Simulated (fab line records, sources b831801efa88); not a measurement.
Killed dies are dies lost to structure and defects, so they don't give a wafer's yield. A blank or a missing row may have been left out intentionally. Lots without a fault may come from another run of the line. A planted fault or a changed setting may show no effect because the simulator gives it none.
Struck lot and sound lot, side by side | flow sky130 | 16 steps out of a route of 708
Sound: the wafers L519.1, L519.2, L519.4. Struck: wafer L531.6; the same lot's L531.2 was not struck, so it is left out; see the end for the cause.
Each step with rows lists, per side, the tool, then ch with its chambers, then its first start. Under that, the readings that differ: sound wafers | struck wafers | difference of the means | sigmas: that difference in standard deviations of wafers without a fault.
alike: a reading whose means differ by less than 2 such deviations, as well as words and numbers matching on both sides. not compared: withheld readings; readings where some wafer has no value; bounds like >300 that might hide an equal value; numbers whose values overlap and for which the record gives no deviation.
A row with sigmas, a row that says differs or no value, or rows on one side alone: a step with any of these is where the two part. When numbers do not overlap yet have no deviation, they are printed without sigmas and do not part them. Lack of a reading on every wafer of one side parts them only where that side has two or more wafers.

first, 3 steps without rows for these wafers: SKY_METAL2_EXPOSE_12 (exposes mask MM2, target cd 140 nm); SKY_METAL2_PEB_13; SKY_METAL2_DEVELOP_14 (develop time 60 s).
SKY_METAL2_CD_MEAS_15 targets a cd of 140 nm.
  struck on cdSem-01, day 39 14:07; sound on cdSem-01, day 36 06:10
  alike: cdNm
SKY_METAL2_OVL_MEAS_16:
  struck on overlay-01, day 39 14:13; sound on overlay-01, day 36 06:17
  alike: METAL2_OVL
SKY_METAL2_DESCUM_17: chemistry O2, time 8 s.
  sound on rieMetal-04 ch 0,1, day 36 06:19; struck on rieMetal-01 ch 1, day 39 14:15
  alike: drypumpMotorCurrentA, oesProductAu, rfFwdPowerW
  not compared: rfHoursCounterH
SKY_METAL2_ETCH_18: etches BARC in N2/H2, stops on SiO2, time 45.9 s, target depth 60 nm.
  sound on rieMetal-04 ch 0,1, day 36 06:21; struck on rieMetal-01 ch 1, day 39 14:17
reading              | sound                | struck | difference | sigmas
throttleValvePct (%) | 13.231 13.235 13.214 | 13.250 | +0.023     | +3
  alike: drypumpMotorCurrentA, oesProductAu, rfFwdPowerW
  not compared: rfHoursCounterH
SKY_METAL2_METAL_ETCH_19: etches the open film in Cl2/BCl3, stops on SiO2, target depth 360 nm, time 78 s.
  sound on rieMetal-04 ch 0,1, day 36 06:25; struck on rieMetal-01 ch 1, day 39 14:21
  alike: drypumpMotorCurrentA, oesProductAu, rfFwdPowerW, throttleValvePct
  not compared: rfHoursCounterH
SKY_METAL2_STRIP_20: strips in O2/N2.
  sound on plasmaAsher-04 ch 0,1, day 36 06:30; struck on plasmaAsher-01 ch 0, day 39 14:26
reading                  | sound       | struck | difference | sigmas
drypumpMotorCurrentA (A) | 6.3 5.8 6.4 | 5.4    | -0.8       | -2
  alike: oesProductAu, stripTimeToEndpointS
  not compared: rfHoursCounterH
then, 3 steps without rows for these wafers: SKY_METAL2_STRIP_21 (strips in post etch residue remover, time 1200 s); SKY_METAL2_CLEAN_22 (cleans in IPA, time 180 s); SKY_METAL2_CLEAN_23 (cleans in O3/DIW).
SKY_VIA2_HDPCVD_00: deposits SiO2, target thk 1180 nm, time 196.7 s.
  sound on hdpcvd-02 ch 0,1,2, day 36 07:11; struck on hdpcvd-01 ch 0, day 39 15:06
reading                                 | sound             | struck | difference | sigmas
runLengthS (s)                          | 225.9 224.0 225.2 | 237.2  | +12.2      | +22
model.SiO2_of_VIA2_HDPCVD_00.thkNm (nm) | 1178 1181 1175    | 1238   | +60        | 
SKY_VIA2_THK_MEAS_01:
  struck on filmMetro-04, day 39 15:28; sound on filmMetro-04, day 36 07:19
reading              | sound          | struck | difference | sigmas
VIA2_HDPCVD_THK (nm) | 1178 1181 1174 | 1238   | +60        | +5
  not compared: hold
SKY_VIA2_CMP_02: polishes SiO2.
  sound on cmp-02 ch 1,2,3, day 36 07:28; struck on cmp-01 ch 0, day 39 16:29
reading | sound | struck                  | difference                   | sigmas
hold    | - - - | awaitDispo/0.9h/release | no value on the sound wafers | 
  alike: motorCurrentA
-- the record jumps here: 10 days lie between the struck wafers' starts before and after (it left off in module VIA2 and takes up again in module PAD_OPEN, whose first step shown is number 708 of the route) --
SKY_PAD_OPEN_PROBE_99:
  struck on prober-01, day 49 06:33; sound on prober-01, day 46 16:39
reading | sound | struck                  | difference                   | sigmas
hold    | - - - | awaitDispo/4.3h/release | no value on the sound wafers | 
  alike: defectLimitedYield, killed_at_M0_to_M3, killed_at_M4_up, killedAtContacts, killedAtFrontEnd, killedAtOther, killedDies, killedOpen, killedShort, sort_bin_3_pad_short, sort_bin_5_function, sort_bin_6_memory, sortNPass, sortYieldPct

## WHERE THEY PART
First at SKY_METAL2_ETCH_18; last, within this record, at SKY_PAD_OPEN_PROBE_99.

WHY: whatever the simulator had introduced
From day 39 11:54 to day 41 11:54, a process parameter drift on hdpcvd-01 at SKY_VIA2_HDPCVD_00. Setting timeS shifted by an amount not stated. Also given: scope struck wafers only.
